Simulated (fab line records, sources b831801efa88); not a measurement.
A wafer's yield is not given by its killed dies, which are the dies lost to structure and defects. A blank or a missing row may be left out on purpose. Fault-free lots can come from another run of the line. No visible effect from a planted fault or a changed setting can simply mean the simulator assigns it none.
fab line records	flow gf180mcu
[record] lots = 5	wafers = 15	lastDay = 34
route steps=602 shown LVPWELL@63 MVSD@66 MVPSD@78 VT_IMPLANT@90
lots untouched by any fault: they come from a run of this same line in which no faults occurred
startH: hours from the record's first day to the start of the lot's first wafer shown	waitH: hours since the lot's step before	" identical to the entry in the row above	L1.1+2: one row covering several wafers at once	- no value, or no start was given	* or withheld: withheld	< > ~ a bound
route shown NAME@n: a module of which the file shows steps, and the number in the route of the first	usual: average and standard deviation across the fault-free wafers	same: alike in all rows	chamber/n: place in a boat	sites: per-site readings	_std_site: how widely they spread, as a standard deviation	_edge_site: outer sites' mean less inner sites'	radiusMm: how far each site lies from the wafer's centre	mask NAME#n: copy n	behind: the most recent tool/chamber to have shaped the wafer	hold: cause of the lot's hold/its duration in hours/its outcome	device: names the non-switching transistor (n, p or np)	end of line: at the end of the route, the tests of the same wafers	a step without rows: its recipe alone	killed: at the first sort, the dies lost to defects and structure; wafer yield is something else	map: per-die view of a wafer (x killed, . not killed, _ where there is no die)
set.NAME: the setting as run; set.NAME@STEP: as run at that earlier step	model.NAME: the simulator's own value behind a step, which no gauge read
lots seen at some steps along the route; tables by step, rows by wafer
services: when a tool's chamber went out of use (startH, in hours from the record's first day, below 0 if earlier), for how many hours, and the reason
[[steps]]
[step GF_LVPWELL_IMPLANT_09]
[recipe] species = B	energyKev = 60	doseCm2 = 5e+12	tiltDeg = 0
[usual] tiltDeg = 0.005/0.02
[same] implantIonAmu = 11
lot.wafer	tool	chamber	startH	waitH	tiltDeg
L074.3	implanter-04	0	68.21	0.1	-0.023
L074.4	"	0	"	"	-0.007
L074.5	"	0	"	"	-0.016
L076.1	implanter-04	0	78.70	0.1	0.006
L076.5	"	0	"	"	0.043
L076.6	"	0	"	"	0.006
L091.2	implanter-04	0	164.23	0.1	-0.017
L091.3	"	0	"	"	0.013
L091.6	"	0	"	"	-0.015
L094.1	implanter-04	0	181.25	0.1	0.003
L094.3	"	0	"	"	0.011
L094.4	"	0	"	"	-0.012
L097.2	implanter-04	0	199.72	0.1	-0.004
L097.3	"	0	"	"	-0.017
L097.5	"	0	"	"	0.013
[step GF_LVPWELL_STRIP_10]
[recipe] chemistry = O2/N2	powerW = 1400	pressureMtorr = 1500	platenTempC = 250	o2FlowSccm = 3000	n2FlowSccm = 300	overashFraction = 0.5
[usual] drypumpMotorCurrentA = 5.6/0.5	heaterPowerW = 319/39	oesProductAu = 0.722/0.0048	stripTimeToEndpointS = 36.93/0.1
[same] overashFraction = 0.5
lot.wafer	tool	chamber	startH	waitH	drypumpMotorCurrentA	heaterPowerW	oesProductAu	rfHoursCounterH	stripTimeToEndpointS
L074.3	plasmaAsher-03	0	68.35	0.1	5.4	385	0.719	-	37.03
L074.4	"	1	"	"	5.7	328	0.724	-	36.98
L074.5	"	0	"	"	5.4	393	0.718	-	36.89
L076.1	plasmaAsher-03	1	78.85	0.1	5.7	317	0.720	38	36.74
L076.5	"	1	"	"	5.7	317	0.724	-	36.78
L076.6	"	0	"	"	5.5	383	0.712	-	36.81
L091.2	plasmaAsher-04	1	164.35	0.1	5.5	353	0.724	53	36.95
L091.3	"	1	"	"	5.5	352	0.726	-	36.93
L091.6	"	1	"	"	5.5	361	0.718	-	36.96
L094.1	plasmaAsher-01	0	181.40	0.1	5.0	273	0.719	55	37.15
L094.3	"	0	"	"	5.0	268	0.729	-	37.21
L094.4	"	1	"	"	6.0	313	0.727	-	37.11
L097.2	plasmaAsher-04	1	199.85	0.1	5.5	356	0.718	56	36.95
L097.3	"	0	"	"	6.5	387	0.720	-	36.95
L097.5	"	1	"	"	5.5	359	0.719	-	36.96
[step GF_LVPWELL_TW_MEAS_11]
[usual] LVPWELL_TW = 557/4.6
lot.wafer	tool	chamber	startH	waitH	LVPWELL_TW
L074.3	filmMetro-02	-	68.43	0.1	560
L074.4	"	-	"	"	561
L074.5	"	-	"	"	559
L076.1	filmMetro-02	-	78.95	0.1	561
L076.5	"	-	"	"	558
L076.6	"	-	"	"	558
L091.2	filmMetro-02	-	164.46	0.1	559
L091.3	"	-	"	"	559
L091.6	"	-	"	"	560
L094.1	filmMetro-02	-	181.50	0.1	557
L094.3	"	-	"	"	560
L094.4	"	-	"	"	557
L097.2	filmMetro-01	-	199.96	0.1	559
L097.3	"	-	"	"	560
L097.5	"	-	"	"	563
[step GF_MVSD_DEHYDRATE_00]
[recipe] tempC = 200	timeS = 60
lot.wafer	tool	chamber	startH	waitH
L074.3+4+5	lithoTrack-03	0	74.43	6.0
L076.1+5+6	lithoTrack-01	0	85.45	6.5
L091.2+3+6	lithoTrack-04	0	172.65	8.2
L094.1+3+4	lithoTrack-01	0	188.50	7.0
L097.2+3+5	lithoTrack-03	0	208.06	8.1
[step GF_MVSD_HMDS_01]
[recipe] primeTimeS = 60	primeTempC = 120
lot.wafer	tool	chamber	startH	waitH
L074.3+4+5	lithoTrack-03	0	74.58	0.1
L076.1+5+6	lithoTrack-01	0	85.60	0.1
L091.2+3+6	lithoTrack-04	0	172.80	0.1
L094.1+3+4	lithoTrack-01	0	188.65	0.1
L097.2+3+5	lithoTrack-03	0	208.21	0.1
[step GF_MVSD_COAT_02]
[recipe] spinRpm = 2000	resistThkNm = 3000
lot.wafer	tool	chamber	startH	waitH
L074.3+4+5	lithoTrack-03	0	74.73	0.1
L076.1+5+6	lithoTrack-01	0	85.75	0.1
L091.2+3+6	lithoTrack-04	0	172.95	0.1
L094.1+3+4	lithoTrack-01	0	188.80	0.1
L097.2+3+5	lithoTrack-03	0	208.36	0.1
[step GF_MVSD_SOFTBAKE_03]
[recipe] tempC = 110	timeS = withheld
lot.wafer	tool	chamber	startH	waitH
L074.3+4+5	lithoTrack-03	0	74.90	0.1
L076.1+5+6	lithoTrack-01	0	85.90	0.1
L091.2+3+6	lithoTrack-04	0	173.11	0.1
L094.1+3+4	lithoTrack-01	0	188.95	0.1
L097.2+3+5	lithoTrack-03	0	208.51	0.1
[step GF_MVSD_EXPOSE_04]
[recipe] maskId = MVSD	targetCdNm = 1000	na = 0.6	sourceShape = conventional	sigmaOuter = 0.6	doseMj = 260
[usual] stageVelMmS = 499.99/0.24
lot.wafer	tool	chamber	startH	waitH	mask	stageVelMmS
L074.3	ilineStepper-02	0	-	-	MVSD#0	500.47
L074.4	"	0	"	"	MVSD#0	499.79
L074.5	"	0	"	"	MVSD#0	500.03
L076.1	ilineStepper-02	0	-	-	MVSD#0	499.91
L076.5	"	0	"	"	MVSD#0	499.85
L076.6	"	0	"	"	MVSD#0	500.19
L091.2	ilineStepper-02	0	-	-	MVSD#0	500.03
L091.3	"	0	"	"	MVSD#0	499.94
L091.6	"	0	"	"	MVSD#0	499.47
L094.1	ilineStepper-02	0	-	-	MVSD#0	499.89
L094.3	"	0	"	"	MVSD#0	499.86
L094.4	"	0	"	"	MVSD#0	499.72
L097.2	ilineStepper-02	0	-	-	MVSD#0	499.93
L097.3	"	0	"	"	MVSD#0	500.35
L097.5	"	0	"	"	MVSD#0	500.00
[step GF_MVSD_PEB_05]
[recipe] tempC = 115	timeS = withheld
lot.wafer	tool	chamber	startH	waitH
L074.3+4+5	lithoTrack-03	0	-	-
L076.1+5+6	lithoTrack-03	0	-	-
L091.2+3+6	lithoTrack-01	0	-	-
L094.1+3+4	lithoTrack-03	0	-	-
L097.2+3+5	lithoTrack-03	0	-	-
[step GF_MVSD_DEVELOP_06]
[recipe] wallAngleDeg = 90	developTimeS = 60	devTempC = 23
[same] developTimeS = 60
lot.wafer	tool	chamber	startH	waitH
L074.3+4+5	lithoTrack-03	0	-	-
L076.1+5+6	lithoTrack-03	0	-	-
L091.2+3+6	lithoTrack-01	0	-	-
L094.1+3+4	lithoTrack-03	0	-	-
L097.2+3+5	lithoTrack-03	0	-	-
[step GF_MVSD_OVL_MEAS_07]
[usual] MVSD_OVL = -0.9/1.2
lot.wafer	tool	chamber	startH	waitH	MVSD_OVL[nm]
L074.3	overlay-02	-	81.59	-	0.5
L074.4	"	-	"	"	-0.2
L074.5	"	-	"	"	-0.2
L076.1	overlay-02	-	92.78	-	-1.7
L076.5	"	-	"	"	-1.7
L076.6	"	-	"	"	-1.3
L091.2	overlay-01	-	181.25	-	0.7
L091.3	"	-	"	"	0.1
L091.6	"	-	"	"	1.0
L094.1	overlay-01	-	197.43	-	-2.5
L094.3	"	-	"	"	-1.4
L094.4	"	-	"	"	-0.8
L097.2	overlay-02	-	216.94	-	1.0
L097.3	"	-	"	"	2.1
L097.5	"	-	"	"	0.2
[step GF_MVSD_IMPLANT_08]
[recipe] species = P	energyKev = 400	doseCm2 = 1.6e+13	tiltDeg = 0
[usual] tiltDeg = -0.001/0.02
[same] implantIonAmu = 31
lot.wafer	tool	chamber	startH	waitH	tiltDeg
L074.3	implanter-03	0	81.67	0.1	-0.031
L074.4	"	0	"	"	0.001
L074.5	"	0	"	"	-0.019
L076.1	implanter-02	0	92.82	0.0	-0.002
L076.5	"	0	"	"	-0.009
L076.6	"	0	"	"	-0.015
L091.2	implanter-03	0	181.31	0.0	-0.026
L091.3	"	0	"	"	-0.002
L091.6	"	0	"	"	-0.046
L094.1	implanter-03	0	197.47	0.0	-0.022
L094.3	"	0	"	"	-0.018
L094.4	"	0	"	"	-0.022
L097.2	implanter-03	0	216.99	0.0	-0.008
L097.3	"	0	"	"	0.027
L097.5	"	0	"	"	-0.025
[step GF_MVSD_IMPLANT_09]
[recipe] species = P	energyKev = 100	doseCm2 = 5e+12	tiltDeg = 0
[usual] tiltDeg = 0.000/0.019
[same] implantIonAmu = 31
lot.wafer	tool	chamber	startH	waitH	tiltDeg
L074.3	implanter-03	0	81.82	0.1	0.017
L074.4	"	0	"	"	-0.031
L074.5	"	0	"	"	-0.010
L076.1	implanter-02	0	92.97	0.1	-0.002
L076.5	"	0	"	"	0.027
L076.6	"	0	"	"	-0.007
L091.2	implanter-03	0	181.46	0.1	0.013
L091.3	"	0	"	"	-0.013
L091.6	"	0	"	"	0.002
L094.1	implanter-03	0	197.62	0.1	0.019
L094.3	"	0	"	"	-0.006
L094.4	"	0	"	"	0.020
L097.2	implanter-03	0	217.14	0.1	0.020
L097.3	"	0	"	"	0.023
L097.5	"	0	"	"	-0.006
[step GF_MVSD_STRIP_10]
[recipe] chemistry = O2/N2	powerW = 1400	pressureMtorr = 1500	platenTempC = 250	o2FlowSccm = 3000	n2FlowSccm = 300	overashFraction = 0.5
[usual] drypumpMotorCurrentA = 5.6/0.47	heaterPowerW = 337/39	oesProductAu = 0.722/0.0046	stripTimeToEndpointS = 36.92/0.1
[same] overashFraction = 0.5
lot.wafer	tool	chamber	startH	waitH	drypumpMotorCurrentA	heaterPowerW	oesProductAu	rfHoursCounterH	stripTimeToEndpointS
L074.3	plasmaAsher-04	0	81.95	0.1	6.5	379	0.718	-	36.87
L074.4	"	1	"	"	5.5	348	0.720	-	37.00
L074.5	"	1	"	"	5.5	354	0.724	-	36.84
L076.1	plasmaAsher-02	0	93.12	0.1	5.6	373	0.716	30	37.03
L076.5	"	1	"	"	5.2	361	0.721	-	36.94
L076.6	"	0	"	"	5.6	380	0.717	-	36.99
L091.2	plasmaAsher-02	0	181.58	0.1	5.5	361	0.720	41	36.83
L091.3	"	1	"	"	5.2	368	0.717	-	36.94
L091.6	"	0	"	"	5.5	367	0.713	-	36.93
L094.1	plasmaAsher-02	0	197.77	0.1	5.6	387	0.735	43	37.00
L094.3	"	1	"	"	5.2	363	0.718	-	37.02
L094.4	"	0	"	"	5.6	380	0.730	-	37.12
L097.2	plasmaAsher-02	1	217.27	0.1	5.2	353	0.719	44	36.77
L097.3	"	1	"	"	5.2	361	0.724	-	36.85
L097.5	"	1	"	"	5.2	366	0.721	-	36.86
[step GF_MVSD_TW_MEAS_11]
[usual] MVSD_TW = 1572/12
lot.wafer	tool	chamber	startH	waitH	MVSD_TW
L074.3	filmMetro-04	-	82.04	0.1	1552
L074.4	"	-	"	"	1557
L074.5	"	-	"	"	1549
L076.1	filmMetro-02	-	93.22	0.1	1579
L076.5	"	-	"	"	1575
L076.6	"	-	"	"	1581
L091.2	filmMetro-01	-	181.81	0.2	1576
L091.3	"	-	"	"	1584
L091.6	"	-	"	"	1578
L094.1	filmMetro-01	-	197.87	0.1	1584
L094.3	"	-	"	"	1581
L094.4	"	-	"	"	1579
L097.2	filmMetro-04	-	217.38	0.1	1564
L097.3	"	-	"	"	1554
L097.5	"	-	"	"	1567
[step GF_MVPSD_DEHYDRATE_00]
[recipe] tempC = 200	timeS = 60
lot.wafer	tool	chamber	startH	waitH
L074.3+4+5	lithoTrack-04	0	88.58	6.5
L076.1+5+6	lithoTrack-02	0	99.57	6.3
L091.2+3+6	lithoTrack-03	0	189.51	7.7
L094.1+3+4	lithoTrack-04	0	205.68	7.8
L097.2+3+5	lithoTrack-02	0	225.64	8.3
[step GF_MVPSD_HMDS_01]
[recipe] primeTimeS = 60	primeTempC = 120
lot.wafer	tool	chamber	startH	waitH
L074.3+4+5	lithoTrack-04	0	88.73	0.1
L076.1+5+6	lithoTrack-02	0	99.72	0.1
L091.2+3+6	lithoTrack-03	0	189.66	0.1
L094.1+3+4	lithoTrack-04	0	205.83	0.1
L097.2+3+5	lithoTrack-02	0	225.79	0.1
[step GF_MVPSD_COAT_02]
[recipe] spinRpm = 2000	resistThkNm = 3000
lot.wafer	tool	chamber	startH	waitH
L074.3+4+5	lithoTrack-04	0	88.88	0.1
L076.1+5+6	lithoTrack-02	0	99.87	0.1
L091.2+3+6	lithoTrack-03	0	189.81	0.1
L094.1+3+4	lithoTrack-04	0	205.98	0.1
L097.2+3+5	lithoTrack-02	0	225.94	0.1
[step GF_MVPSD_SOFTBAKE_03]
[recipe] tempC = 110	timeS = withheld
lot.wafer	tool	chamber	startH	waitH
L074.3+4+5	lithoTrack-04	0	89.05	0.1
L076.1+5+6	lithoTrack-02	0	100.02	0.1
L091.2+3+6	lithoTrack-03	0	189.96	0.1
L094.1+3+4	lithoTrack-04	0	206.13	0.1
L097.2+3+5	lithoTrack-02	0	226.10	0.1
[step GF_MVPSD_EXPOSE_04]
[recipe] maskId = MVPSD	targetCdNm = 1000	na = 0.6	sourceShape = conventional	sigmaOuter = 0.6	doseMj = 260
[usual] stageVelMmS = 499.99/0.25
lot.wafer	tool	chamber	startH	waitH	mask	stageVelMmS
L074.3	ilineStepper-01	0	-	-	MVPSD#0	499.64
L074.4	"	0	"	"	MVPSD#0	499.44
L074.5	"	0	"	"	MVPSD#0	499.92
L076.1	ilineStepper-01	0	-	-	MVPSD#0	500.18
L076.5	"	0	"	"	MVPSD#0	499.77
L076.6	"	0	"	"	MVPSD#0	499.67
L091.2	ilineStepper-02	0	-	-	MVPSD#0	500.16
L091.3	"	0	"	"	MVPSD#0	499.81
L091.6	"	0	"	"	MVPSD#0	499.96
L094.1	ilineStepper-01	0	-	-	MVPSD#0	499.85
L094.3	"	0	"	"	MVPSD#0	499.87
L094.4	"	0	"	"	MVPSD#0	499.72
L097.2	ilineStepper-02	0	-	-	MVPSD#0	500.46
L097.3	"	0	"	"	MVPSD#0	500.13
L097.5	"	0	"	"	MVPSD#0	500.29
[step GF_MVPSD_PEB_05]
[recipe] tempC = 115	timeS = withheld
lot.wafer	tool	chamber	startH	waitH
L074.3+4+5	lithoTrack-03	0	-	-
L076.1+5+6	lithoTrack-03	0	-	-
L091.2+3+6	lithoTrack-04	0	-	-
L094.1+3+4	lithoTrack-02	0	-	-
L097.2+3+5	lithoTrack-04	0	-	-
[step GF_MVPSD_DEVELOP_06]
[recipe] wallAngleDeg = 90	developTimeS = 60	devTempC = 23
[same] developTimeS = 60
lot.wafer	tool	chamber	startH	waitH
L074.3+4+5	lithoTrack-03	0	-	-
L076.1+5+6	lithoTrack-03	0	-	-
L091.2+3+6	lithoTrack-04	0	-	-
L094.1+3+4	lithoTrack-02	0	-	-
L097.2+3+5	lithoTrack-04	0	-	-
[step GF_MVPSD_OVL_MEAS_07]
[usual] MVPSD_OVL = 0.2/1.3
lot.wafer	tool	chamber	startH	waitH	MVPSD_OVL[nm]
L074.3	overlay-01	-	96.34	-	0.1
L074.4	"	-	"	"	0.8
L074.5	"	-	"	"	-1.6
L076.1	overlay-01	-	107.33	-	-0.7
L076.5	"	-	"	"	-1.1
L076.6	"	-	"	"	-0.6
L091.2	overlay-01	-	198.88	-	1.0
L091.3	"	-	"	"	2.6
L091.6	"	-	"	"	2.0
L094.1	overlay-02	-	215.26	-	-1.4
L094.3	"	-	"	"	0.6
L094.4	"	-	"	"	-2.0
L097.2	overlay-01	-	235.43	-	-0.4
L097.3	"	-	"	"	-0.9
L097.5	"	-	"	"	0.3
[step GF_MVPSD_IMPLANT_08]
[recipe] species = B	energyKev = 170	doseCm2 = 1.5e+13	tiltDeg = 0
[usual] tiltDeg = -0.003/0.022
[same] implantIonAmu = 11
lot.wafer	tool	chamber	startH	waitH	tiltDeg
L074.3	implanter-02	0	96.42	0.1	-0.029
L074.4	"	0	"	"	-0.034
L074.5	"	0	"	"	0.000
L076.1	implanter-03	0	107.37	0.0	-0.016
L076.5	"	0	"	"	0.000
L076.6	"	0	"	"	-0.006
L091.2	implanter-02	0	198.94	0.0	-0.006
L091.3	"	0	"	"	0.008
L091.6	"	0	"	"	0.009
L094.1	implanter-03	0	215.30	0.0	-0.027
L094.3	"	0	"	"	0.024
L094.4	"	0	"	"	-0.025
L097.2	implanter-02	0	235.49	0.0	-0.020
L097.3	"	0	"	"	-0.022
L097.5	"	0	"	"	-0.024
[step GF_MVPSD_IMPLANT_09]
[recipe] species = B	energyKev = 40	doseCm2 = 5e+12	tiltDeg = 0
[usual] tiltDeg = -0.003/0.023
[same] implantIonAmu = 11
lot.wafer	tool	chamber	startH	waitH	tiltDeg
L074.3	implanter-02	0	96.57	0.1	-0.021
L074.4	"	0	"	"	-0.008
L074.5	"	0	"	"	-0.014
L076.1	implanter-03	0	107.52	0.1	0.017
L076.5	"	0	"	"	0.040
L076.6	"	0	"	"	0.020
L091.2	implanter-02	0	199.09	0.1	-0.020
L091.3	"	0	"	"	-0.021
L091.6	"	0	"	"	-0.030
L094.1	implanter-03	0	215.45	0.1	-0.002
L094.3	"	0	"	"	-0.030
L094.4	"	0	"	"	-0.004
L097.2	implanter-02	0	235.64	0.1	-0.039
L097.3	"	0	"	"	-0.035
L097.5	"	0	"	"	-0.022
[step GF_MVPSD_STRIP_10]
[recipe] chemistry = O2/N2	powerW = 1400	pressureMtorr = 1500	platenTempC = 250	o2FlowSccm = 3000	n2FlowSccm = 300	overashFraction = 0.5
[usual] drypumpMotorCurrentA = 5.8/0.47	heaterPowerW = 360/22	oesProductAu = 0.723/0.0052	stripTimeToEndpointS = 36.91/0.11
[same] overashFraction = 0.5
lot.wafer	tool	chamber	startH	waitH	drypumpMotorCurrentA	heaterPowerW	oesProductAu	rfHoursCounterH	stripTimeToEndpointS
L074.3	plasmaAsher-03	1	96.70	0.1	5.7	323	0.730	-	37.07
L074.4	"	0	"	"	5.5	374	0.713	-	36.99
L074.5	"	1	"	"	5.7	322	0.718	-	37.04
L076.1	plasmaAsher-04	0	107.67	0.1	6.5	389	0.727	47	36.86
L076.5	"	0	"	"	6.5	385	0.724	-	36.77
L076.6	"	1	"	"	5.5	369	0.719	-	36.74
L091.2	plasmaAsher-03	0	199.21	0.1	5.4	352	0.721	7	37.04
L091.3	"	0	"	"	5.4	375	0.717	-	36.95
L091.6	"	0	"	"	5.4	343	0.726	-	36.93
L094.1	plasmaAsher-04	0	215.60	0.1	6.5	374	0.728	59	36.87
L094.3	"	1	"	"	5.5	355	0.730	-	36.78
L094.4	"	0	"	"	6.5	385	0.712	-	36.79
L097.2	plasmaAsher-04	1	235.76	0.1	5.5	350	0.731	61	36.91
L097.3	"	1	"	"	5.5	363	0.722	-	36.93
L097.5	"	0	"	"	6.5	371	0.722	-	36.90
[step GF_MVPSD_TW_MEAS_11]
[usual] MVPSD_TW = 551/4.3
lot.wafer	tool	chamber	startH	waitH	MVPSD_TW
L074.3	filmMetro-04	-	96.79	0.1	546
L074.4	"	-	"	"	545
L074.5	"	-	"	"	545
L076.1	filmMetro-02	-	107.77	0.1	550
L076.5	"	-	"	"	553
L076.6	"	-	"	"	555
L091.2	filmMetro-04	-	199.32	0.1	546
L091.3	"	-	"	"	546
L091.6	"	-	"	"	546
L094.1	filmMetro-04	-	215.70	0.1	547
L094.3	"	-	"	"	546
L094.4	"	-	"	"	547
L097.2	filmMetro-01	-	235.87	0.1	551
L097.3	"	-	"	"	548
L097.5	"	-	"	"	550
[step GF_VT_IMPLANT_DEHYDRATE_00]
[recipe] tempC = 200	timeS = 60
lot.wafer	tool	chamber	startH	waitH
L074.3+4+5	lithoTrack-03	0	103.23	6.4
L076.1+5+6	lithoTrack-01	0	113.65	5.9
L091.2+3+6	lithoTrack-02	0	207.19	7.9
L094.1+3+4	lithoTrack-03	0	223.63	7.9
L097.2+3+5	lithoTrack-03	0	244.35	8.5
[step GF_VT_IMPLANT_HMDS_01]
[recipe] primeTimeS = 60	primeTempC = 120
lot.wafer	tool	chamber	startH	waitH
L074.3+4+5	lithoTrack-03	0	103.38	0.1
L076.1+5+6	lithoTrack-01	0	113.80	0.1
L091.2+3+6	lithoTrack-02	0	207.34	0.1
L094.1+3+4	lithoTrack-03	0	223.78	0.1
L097.2+3+5	lithoTrack-03	0	244.50	0.1
[step GF_VT_IMPLANT_COAT_02]
[recipe] resist = NOVOLAK	spinRpm = 3000	resistThkNm = 1000
lot.wafer	tool	chamber	startH	waitH
L074.3+4+5	lithoTrack-03	0	103.53	0.1
L076.1+5+6	lithoTrack-01	0	113.95	0.1
L091.2+3+6	lithoTrack-02	0	207.49	0.1
L094.1+3+4	lithoTrack-03	0	223.93	0.1
L097.2+3+5	lithoTrack-03	0	244.65	0.1
[step GF_VT_IMPLANT_SOFTBAKE_03]
[recipe] tempC = 90	timeS = 60	resist = NOVOLAK
lot.wafer	tool	chamber	startH	waitH
L074.3+4+5	lithoTrack-03	0	103.68	0.1
L076.1+5+6	lithoTrack-01	0	114.10	0.1
L091.2+3+6	lithoTrack-02	0	207.64	0.1
L094.1+3+4	lithoTrack-03	0	224.08	0.1
L097.2+3+5	lithoTrack-03	0	244.80	0.1
[step GF_VT_IMPLANT_EXPOSE_04]
[recipe] maskId = LVPWELL_LV_AREA	targetCdNm = 600	na = 0.6	sourceShape = conventional	sigmaOuter = 0.6	doseMj = 140
[usual] stageVelMmS = 499.92/0.25
lot.wafer	tool	chamber	startH	waitH	mask	stageVelMmS
L074.3	ilineStepper-01	0	-	-	LVPWELL_LV_AREA#0	499.91
L074.4	"	0	"	"	LVPWELL_LV_AREA#0	499.81
L074.5	"	0	"	"	LVPWELL_LV_AREA#0	499.87
L076.1	ilineStepper-01	0	-	-	LVPWELL_LV_AREA#0	499.75
L076.5	"	0	"	"	LVPWELL_LV_AREA#0	500.21
L076.6	"	0	"	"	LVPWELL_LV_AREA#0	500.10
L091.2	ilineStepper-01	0	-	-	LVPWELL_LV_AREA#0	499.69
L091.3	"	0	"	"	LVPWELL_LV_AREA#0	499.54
L091.6	"	0	"	"	LVPWELL_LV_AREA#0	499.56
L094.1	ilineStepper-01	0	-	-	LVPWELL_LV_AREA#0	500.04
L094.3	"	0	"	"	LVPWELL_LV_AREA#0	500.15
L094.4	"	0	"	"	LVPWELL_LV_AREA#0	500.00
L097.2	ilineStepper-01	0	-	-	LVPWELL_LV_AREA#0	499.80
L097.3	"	0	"	"	LVPWELL_LV_AREA#0	499.98
L097.5	"	0	"	"	LVPWELL_LV_AREA#0	499.69
[step GF_VT_IMPLANT_PEB_05]
[recipe] tempC = withheld	timeS = *	resist = NOVOLAK
lot.wafer	tool	chamber	startH	waitH
L074.3+4+5	lithoTrack-03	0	-	-
L076.1+5+6	lithoTrack-02	0	-	-
L091.2+3+6	lithoTrack-01	0	-	-
L094.1+3+4	lithoTrack-01	0	-	-
L097.2+3+5	lithoTrack-01	0	-	-
[step GF_VT_IMPLANT_DEVELOP_06]
[recipe] developTimeS = 60	devTempC = 23
[same] developTimeS = 60
lot.wafer	tool	chamber	startH	waitH
L074.3+4+5	lithoTrack-03	0	111.28	0.1
L076.1+5+6	lithoTrack-02	0	121.01	0.1
L091.2+3+6	lithoTrack-01	0	215.92	0.1
L094.1+3+4	lithoTrack-01	0	232.95	0.1
L097.2+3+5	lithoTrack-01	0	254.52	0.1
[step GF_VT_IMPLANT_OVL_MEAS_07]
[usual] VT_IMPLANT_OVL = 0.4/1.4
lot.wafer	tool	chamber	startH	waitH	VT_IMPLANT_OVL[nm]
L074.3	overlay-01	-	111.39	0.1	-1.6
L074.4	"	-	"	"	-1.2
L074.5	"	-	"	"	-3.4
L076.1	overlay-01	-	121.16	0.1	-1.1
L076.5	"	-	"	"	0.2
L076.6	"	-	"	"	-1.7
L091.2	overlay-02	-	216.05	0.1	0.9
L091.3	"	-	"	"	0.1
L091.6	"	-	"	"	-0.7
L094.1	overlay-01	-	233.10	0.1	-0.4
L094.3	"	-	"	"	2.2
L094.4	"	-	"	"	1.5
L097.2	overlay-01	-	254.65	0.1	1.8
L097.3	"	-	"	"	0.5
L097.5	"	-	"	"	1.1
[step GF_VT_IMPLANT_IMPLANT_08]
[recipe] species = BF2	energyKev = 20	doseCm2 = 8.29e+12	tiltDeg = 7
[usual] tiltDeg = 7.007/0.02
[same] implantIonAmu = 49
lot.wafer	tool	chamber	startH	waitH	tiltDeg
L074.3	implanter-03	0	111.47	0.1	6.992
L074.4	"	0	"	"	7.013
L074.5	"	0	"	"	6.996
L076.1	implanter-03	0	121.20	0.0	7.020
L076.5	"	0	"	"	6.980
L076.6	"	0	"	"	7.025
L091.2	implanter-04	0	216.11	0.0	6.992
L091.3	"	0	"	"	6.991
L091.6	"	0	"	"	7.013
L094.1	implanter-01	0	233.13	0.0	7.033
L094.3	"	0	"	"	7.037
L094.4	"	0	"	"	7.033
L097.2	implanter-03	0	254.71	0.0	7.023
L097.3	"	0	"	"	7.031
L097.5	"	0	"	"	7.027
[step GF_VT_IMPLANT_STRIP_09]
[recipe] chemistry = O2/N2	powerW = 1400	pressureMtorr = 1500	platenTempC = 250	o2FlowSccm = 3000	n2FlowSccm = 300	overashFraction = 0.5
[usual] drypumpMotorCurrentA = 5.52/0.29	heaterPowerW = 331/33	oesProductAu = 0.716/0.0047	stripTimeToEndpointS = 12.63/0.039
[same] overashFraction = 0.5
lot.wafer	tool	chamber	startH	waitH	drypumpMotorCurrentA	heaterPowerW	oesProductAu	rfHoursCounterH	stripTimeToEndpointS
L074.3	plasmaAsher-02	1	111.60	0.1	5.23	365	0.718	-	12.61
L074.4	"	0	"	"	5.57	366	0.717	-	12.64
L074.5	"	1	"	"	5.22	364	0.715	-	12.63
L076.1	plasmaAsher-01	1	121.35	0.1	6.05	304	0.716	49	12.64
L076.5	"	0	"	"	4.98	276	0.719	-	12.66
L076.6	"	1	"	"	6.08	313	0.717	-	12.64
L091.2	plasmaAsher-02	0	216.23	0.1	5.56	369	0.724	44	12.62
L091.3	"	1	"	"	5.28	364	0.725	-	12.62
L091.6	"	0	"	"	5.55	364	0.723	-	12.60
L094.1	plasmaAsher-03	0	233.28	0.1	5.44	356	0.721	10	12.62
L094.3	"	0	"	"	5.42	351	0.719	-	12.59
L094.4	"	1	"	"	5.73	304	0.713	-	12.62
L097.2	plasmaAsher-03	1	254.83	0.1	5.68	311	0.715	13	12.70
L097.3	"	0	"	"	5.39	359	0.711	-	12.72
L097.5	"	0	"	"	5.46	353	0.719	-	12.76
[step GF_VT_IMPLANT_TW_MEAS_10]
[usual] VT_IMPLANT_TW = 562/5
lot.wafer	tool	chamber	startH	waitH	VT_IMPLANT_TW
L074.3	filmMetro-04	-	111.69	0.1	557
L074.4	"	-	"	"	556
L074.5	"	-	"	"	555
L076.1	filmMetro-02	-	121.45	0.1	569
L076.5	"	-	"	"	570
L076.6	"	-	"	"	565
L091.2	filmMetro-03	-	216.34	0.1	566
L091.3	"	-	"	"	569
L091.6	"	-	"	"	569
L094.1	filmMetro-03	-	233.38	0.1	563
L094.3	"	-	"	"	567
L094.4	"	-	"	"	568
L097.2	filmMetro-02	-	254.94	0.1	566
L097.3	"	-	"	"	565
L097.5	"	-	"	"	565
[step GF_VT_IMPLANT_DEHYDRATE_11]
[recipe] tempC = 200	timeS = 60
lot.wafer	tool	chamber	startH	waitH
L074.3+4+5	lithoTrack-03	0	118.13	6.4
L076.1+5+6	lithoTrack-01	0	128.25	6.8
L091.2+3+6	lithoTrack-02	0	224.39	8.0
L094.1+3+4	lithoTrack-01	0	241.65	8.3
L097.2+3+5	lithoTrack-03	0	264.25	9.3
[step GF_VT_IMPLANT_HMDS_12]
[recipe] primeTimeS = 60	primeTempC = 120
lot.wafer	tool	chamber	startH	waitH
L074.3+4+5	lithoTrack-03	0	118.28	0.1
L076.1+5+6	lithoTrack-01	0	128.40	0.1
L091.2+3+6	lithoTrack-02	0	224.54	0.1
L094.1+3+4	lithoTrack-01	0	241.80	0.1
L097.2+3+5	lithoTrack-03	0	264.40	0.1
[[services]]
tool	chamber	startH	hours	kind
implanter-01	-	49.02	2.6	pm
lithoTrack-04	-	81.14	-	consumableReplace:filter
implanter-01	-	108.70	4.2	pm
plasmaAsher-03	-	108.80	9.0	pm
ilineStepper-02	-	112.93	1.7	pm
plasmaAsher-03	-	118.79	15.6	pm
implanter-03	-	119.41	0.9	repair
implanter-04	-	120.43	4.3	pm
ilineStepper-01	-	132.76	1.7	pm
implanter-02	-	140.63	1.2	repair
plasmaAsher-01	-	148.85	8.4	repair
ilineStepper-01	-	152.91	9.7	repair
implanter-02	-	183.03	5.1	pm
lithoTrack-02	-	190.66	-	consumableReplace:filter
implanter-01	-	198.05	2.0	repair
implanter-01	-	199.06	1.2	repair
plasmaAsher-02	-	200.34	13.9	repair
plasmaAsher-03	-	200.73	4.5	repair
implanter-03	-	210.55	1.7	repair
implanter-01	-	214.54	1.1	repair
implanter-03	-	231.37	4.6	repair
ilineStepper-01	-	242.46	2.1	pm
implanter-04	-	246.79	4.2	pm
plasmaAsher-01	-	247.56	0.7	repair
[[key]]
fault none
